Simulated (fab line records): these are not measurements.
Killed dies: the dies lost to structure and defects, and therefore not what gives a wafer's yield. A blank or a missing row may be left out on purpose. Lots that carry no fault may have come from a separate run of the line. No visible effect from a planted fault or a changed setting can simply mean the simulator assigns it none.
Which of the tools did it? ; flow sky130 ; 24 lots with 72 wafers sampled at 6 steps, on a route of 708 steps

WHAT THE GAUGES READ, wafer by wafer
SKY_VIA2_CD_MEAS_12: target cd 200 nm. Usual: cd nm reads 199.9 nm (standard deviation 1.2).
lot;measured;on;cd nm (nm);flag
L074;day 36 20:56;cd sem-02;200.3 199.7 200.2;
L075;day 36 22:57;cd sem-01;200.3 201.0 200.4;
L076;day 37 00:24;cd sem-01;199.0 198.7 198.0;
L077;day 37 01:50;cd sem-02;199.0 198.4 198.6;
L078;day 37 13:32;cd sem-02;198.9 199.6 199.0;
L079;day 37 20:35;cd sem-02;200.4 202.1 202.8;
L080;day 38 03:14;cd sem-02;200.9 199.1 200.0;
L081;day 38 11:56;cd sem-01;199.1 198.8 200.7;
L082;day 38 21:09;cd sem-02;198.4 200.3 198.5;
L083;day 39 03:20;cd sem-02;201.7 200.7 200.0;
L084;day 39 10:12;cd sem-01;201.4 199.7 200.9;
L085;day 39 15:35;cd sem-02;198.9 199.5 200.3;
L086;day 39 21:49;cd sem-01;199.6 199.3 199.6;
L087;day 40 10:06;cd sem-01;200.4 199.9 200.1;
L088;day 40 12:01;cd sem-02;200.2 201.2 201.3;
L089;day 40 17:20;cd sem-01;199.1 199.1 199.3;
L090;day 41 04:15;cd sem-02;201.3 199.7 202.3;
L091;day 41 07:25;cd sem-01;201.7 200.4 201.8;
L092;day 41 19:44;cd sem-02;197.5 197.4 197.2;
L093;day 42 05:16;cd sem-02;199.0 199.2 198.5;
L094;day 42 12:28;cd sem-02;201.1 200.5 200.4;
L095;day 43 03:56;cd sem-01;199.8 198.8 200.0;
L096;day 43 04:17;cd sem-02;202.1 200.9 200.5;
L097;day 43 18:56;cd sem-01;199.3 200.6 201.5;

SKY_VIA2_THK_MEAS_23: measures by xrf. Usual: VIA2_W_THK 430 nm, standard deviation 7.1.
lot;measured;on;VIA2_W_THK (nm);flag
L074;day 36 22:14;film metro-02;437 434 442;
L075;day 37 00:11;film metro-03;420 425 417;
L076;day 37 01:59;film metro-03;421 423 423;
L077;day 37 03:05;film metro-03;426 427 425;
L078;day 37 14:43;film metro-03;422 423 422;
L079;day 37 21:44;film metro-04;434 438 428;
L080;day 38 04:23;film metro-02;436 422 431;
L081;day 38 13:06;film metro-04;434 442 435;
L082;day 38 22:19;film metro-04;436 440 435;
L083;day 39 04:30;film metro-02;431 430 431;
L084;day 39 11:22;film metro-03;430 429 432;
L085;day 39 16:43;film metro-02;430 426 424;
L086;day 39 22:58;film metro-04;441 446 446;
L087;day 40 11:16;film metro-04;438 436 445;
L088;day 40 13:10;film metro-02;426 426 432;
L089;day 40 18:31;film metro-04;438 436 437;
L090;day 41 05:25;film metro-02;427 422 427;
L091;day 41 08:36;film metro-02;424 425 425;
L092;day 41 20:55;film metro-02;428 428 429;
L093;day 42 06:25;film metro-04;443 435 430;
L094;day 42 13:37;film metro-03;417 428 416;
L095;day 43 05:05;film metro-02;435 430 426;
L096;day 43 05:26;film metro-04;437 436 434;
L097;day 43 20:04;film metro-04;435 437 432;

SKY_CAP2M_THK_MEAS_04: measures by xrf. Usual: CAP2M_TIN_THK 205.7 nm, standard deviation 2.2.
lot;measured;on;CAP2M_TIN_THK (nm);flag
L074;day 40 06:52;film metro-03;203.2 206.9 207.9;
L075;day 40 08:15;film metro-02;207.7 206.6 206.7;
L076;day 40 09:04;film metro-01;204.7 203.0 205.4;
L077;day 40 09:23;film metro-01;202.7 207.3 204.9;
L078;day 40 21:20;film metro-01;208.4 201.5 206.4;
L079;day 41 04:08;film metro-01;204.0 203.2 205.3;
L080;day 41 10:40;film metro-03;209.0 206.8 210.4;
L081;day 41 18:14;film metro-01;206.1 201.2 203.6;
L082;day 42 02:53;film metro-01;202.3 202.0 203.6;
L083;day 42 09:07;film metro-02;205.9 207.2 206.2;
L084;day 42 15:54;film metro-01;205.6 206.7 206.7;
L085;day 42 20:42;film metro-03;207.0 205.4 207.0;
L086;day 43 02:17;film metro-02;208.5 207.9 208.1;
L087;day 43 14:52;film metro-01;206.1 203.8 206.0;
L088;day 43 16:07;film metro-02;204.8 205.7 204.3;
L089;day 43 20:29;film metro-03;201.2 203.1 202.8;
L090;day 44 07:20;film metro-03;204.8 205.3 205.8;
L091;day 44 10:08;film metro-02;208.1 206.2 207.9;
L092;day 44 22:04;film metro-02;204.8 206.7 207.0;
L093;day 45 06:16;film metro-02;204.4 204.6 206.5;
L094;day 45 12:10;film metro-02;205.8 207.2 207.6;
L095;day 46 04:13;film metro-02;211.4 211.6 210.2;
L096;day 46 04:39;film metro-01;203.1 201.3 204.4;
L097;day 46 17:02;film metro-02;208.2 208.3 207.1;

WHICH TOOL RAN EACH LOT (tool, then ch and the chambers of the sampled wafers, then the start)
lot;SKY_VIA1_CVD_21;SKY_METAL2_SPUTTER_04;SKY_VIA3_CMP_02
L074;cvd w-01 ch 0,1, day 34 15:26;pvd sputter-02, day 34 16:06;cmp-01 ch 0,3, day 39 04:38
L075;cvd w-01 ch 0,1, day 34 17:44;pvd sputter-02, day 34 18:23;cmp-01 ch 0,1,2, day 39 05:05
L076;cvd w-01 ch 0,1, day 34 18:04;pvd sputter-04, day 34 18:44;cmp-01 ch 0,2, day 39 05:54
L077;cvd w-01 ch 0,1, day 34 20:28;pvd sputter-03, day 34 21:08;cmp-01 ch 2,3, day 39 06:17
L078;cvd w-01 ch 0,1, day 35 07:40;pvd sputter-04, day 35 08:17;cmp-02 ch 0,1,3, day 39 19:12
L079;cvd w-01 ch 0,1, day 35 14:31;pvd sputter-04, day 35 15:08;cmp-02 ch 1,2, day 40 01:30
L080;cvd w-01 ch 0,1, day 35 20:53;pvd sputter-02, day 35 21:34;cmp-02 ch 0,1,3, day 40 08:28
L081;cvd w-01 ch 0,1, day 36 06:36;pvd sputter-02, day 36 07:16;cmp-02 ch 1,2,3, day 40 16:54
L082;cvd w-02 ch 0,1, day 36 16:35;pvd sputter-02, day 36 17:14;cmp-01 ch 0,1,3, day 41 00:37
L083;cvd w-01 ch 0,1, day 36 21:53;pvd sputter-02, day 36 22:32;cmp-01 ch 0,2,3, day 41 06:47
L084;cvd w-02 ch 0,1, day 37 05:56;pvd sputter-02, day 37 06:36;cmp-01 ch 0,3, day 41 14:05
L085;cvd w-01 ch 0,1, day 37 11:11;pvd sputter-04, day 37 11:50;cmp-01 ch 0,2,3, day 41 18:50
L086;cvd w-01 ch 0,1, day 37 17:28;pvd sputter-03, day 37 18:06;cmp-02 ch 0,2, day 42 00:17
L087;cvd w-01 ch 0, day 38 07:56;pvd sputter-02, day 38 08:35;cmp-01 ch 1,3, day 42 13:23
L088;cvd w-02 ch 0,1, day 38 08:28;pvd sputter-04, day 38 09:06;cmp-01 ch 1,2, day 42 14:50
L089;cvd w-02 ch 0,1, day 38 14:50;pvd sputter-03, day 38 15:29;cmp-02 ch 0,1,3, day 42 19:32
L090;cvd w-02 ch 0,1, day 39 00:20;pvd sputter-03, day 39 01:00;cmp-02 ch 0,2,3, day 43 06:40
L091;cvd w-02 ch 0,1, day 39 04:55;pvd sputter-03, day 39 05:35;cmp-02 ch 0,3, day 43 09:29
L092;cvd w-01 ch 0,1, day 39 17:35;pvd sputter-03, day 39 18:15;cmp-01 ch 0,2,3, day 43 22:02
L093;cvd w-02 ch 0,1, day 40 04:01;pvd sputter-02, day 40 04:44;cmp-02 ch 2,3, day 44 06:18
L094;cvd w-01 ch 0,1, day 40 11:11;pvd sputter-03, day 40 11:49;cmp-02 ch 0,2, day 44 12:52
L095;cvd w-02 ch 0,1, day 41 00:35;pvd sputter-02, day 41 01:16;cmp-01 ch 0,1,3, day 45 03:59
L096;cvd w-02 ch 1, day 41 02:43;pvd sputter-04, day 41 03:23;cmp-01 ch 0,1, day 45 04:38
L097;cvd w-02 ch 0,1, day 41 17:52;pvd sputter-03, day 41 18:29;cmp-01 ch 0,1,3, day 45 18:40
- SKY_VIA1_CVD_21: deposits W, target thk 270 nm, time 80.902 s.
- SKY_METAL2_SPUTTER_04: material TiN, target thk 70 nm, time 58.3 s.
- SKY_VIA3_CMP_02: polishes SiO2.

AS READ BY THE TOOLS THEMSELVES (means over the sampled wafers that have a number; for cases with no such wafer, the mark the record gives instead)
SKY_VIA1_CVD_21. Usual: heater power w reads 889 W (standard deviation 78).
lot;tool;heater power w (W);flag
L074;cvd w-01;886;
L075;cvd w-01;840;
L076;cvd w-01;873;
L077;cvd w-01;859;
L078;cvd w-01;843;
L079;cvd w-01;870;
L080;cvd w-01;877;
L081;cvd w-01;831;
L082;cvd w-02;957;
L083;cvd w-01;871;
L084;cvd w-02;965;
L085;cvd w-01;842;
L086;cvd w-01;895;
L087;cvd w-01;909;
L088;cvd w-02;972;
L089;cvd w-02;966;
L090;cvd w-02;897;
L091;cvd w-02;954;
L092;cvd w-01;803;
L093;cvd w-02;962;
L094;cvd w-01;819;
L095;cvd w-02;945;
L096;cvd w-02;832;
L097;cvd w-02;976;

SKY_METAL2_SPUTTER_04. Usual: throttle valve pct reads 29.5 % (standard deviation 0.99).
lot;tool;throttle valve pct (%);flag
L074;pvd sputter-02;29.3;
L075;pvd sputter-02;29.5;
L076;pvd sputter-04;30.0;
L077;pvd sputter-03;29.7;
L078;pvd sputter-04;29.8;
L079;pvd sputter-04;29.7;
L080;pvd sputter-02;29.3;
L081;pvd sputter-02;29.1;
L082;pvd sputter-02;29.2;
L083;pvd sputter-02;29.3;
L084;pvd sputter-02;29.1;
L085;pvd sputter-04;30.1;
L086;pvd sputter-03;28.7;
L087;pvd sputter-02;28.9;
L088;pvd sputter-04;29.3;
L089;pvd sputter-03;29.8;
L090;pvd sputter-03;29.2;
L091;pvd sputter-03;29.4;
L092;pvd sputter-03;28.9;
L093;pvd sputter-02;28.7;
L094;pvd sputter-03;29.2;
L095;pvd sputter-02;29.2;
L096;pvd sputter-04;29.3;
L097;pvd sputter-03;29.7;

SKY_VIA3_CMP_02. Usual: motor current A 11.8 A, standard deviation 1.1; retaining ring pressure frac 1.000, standard deviation 0.0052.
lot;tool;motor current A (A);retaining ring pressure frac;flag
L074;cmp-01;12.4;0.995;
L075;cmp-01;11.5;1.001;
L076;cmp-01;12.2;0.996;
L077;cmp-01;11.5;1.001;
L078;cmp-02;12.3;0.996;
L079;cmp-02;11.6;1.000;
L080;cmp-02;11.4;0.996;
L081;cmp-02;11.8;1.003;
L082;cmp-01;12.1;1.000;
L083;cmp-01;11.9;0.997;
L084;cmp-01;12.2;0.996;
L085;cmp-01;11.9;0.997;
L086;cmp-02;10.4;1.005;
L087;cmp-01;12.1;1.005;
L088;cmp-01;11.0;1.001;
L089;cmp-02;11.8;1.000;
L090;cmp-02;11.4;0.997;
L091;cmp-02;12.7;1.005;
L092;cmp-01;11.8;1.001;
L093;cmp-02;11.7;0.998;
L094;cmp-02;10.5;0.995;
L095;cmp-01;11.8;1.000;
L096;cmp-01;12.0;0.992;
L097;cmp-01;11.8;1.004;

THE ANSWER, worked out from the rows above alone
Rule: lot off if the mean of its wafers having a number is beyond 3 standard deviations from the usual mean. A lot without any number at a reading at which 4 lots or more have one is off too. Any other lot the step has rows for is counted as sound. The gauges are gone through in route order, then the tools' own readings, and for those a lot's mean is taken as printed above. At the first step where some lot is off, the reading lying furthest off is the one used; lots without a number count as furthest.
Nothing can be told from this: no lot is off at any reading shown.

WHAT THE SIMULATOR PUT IN
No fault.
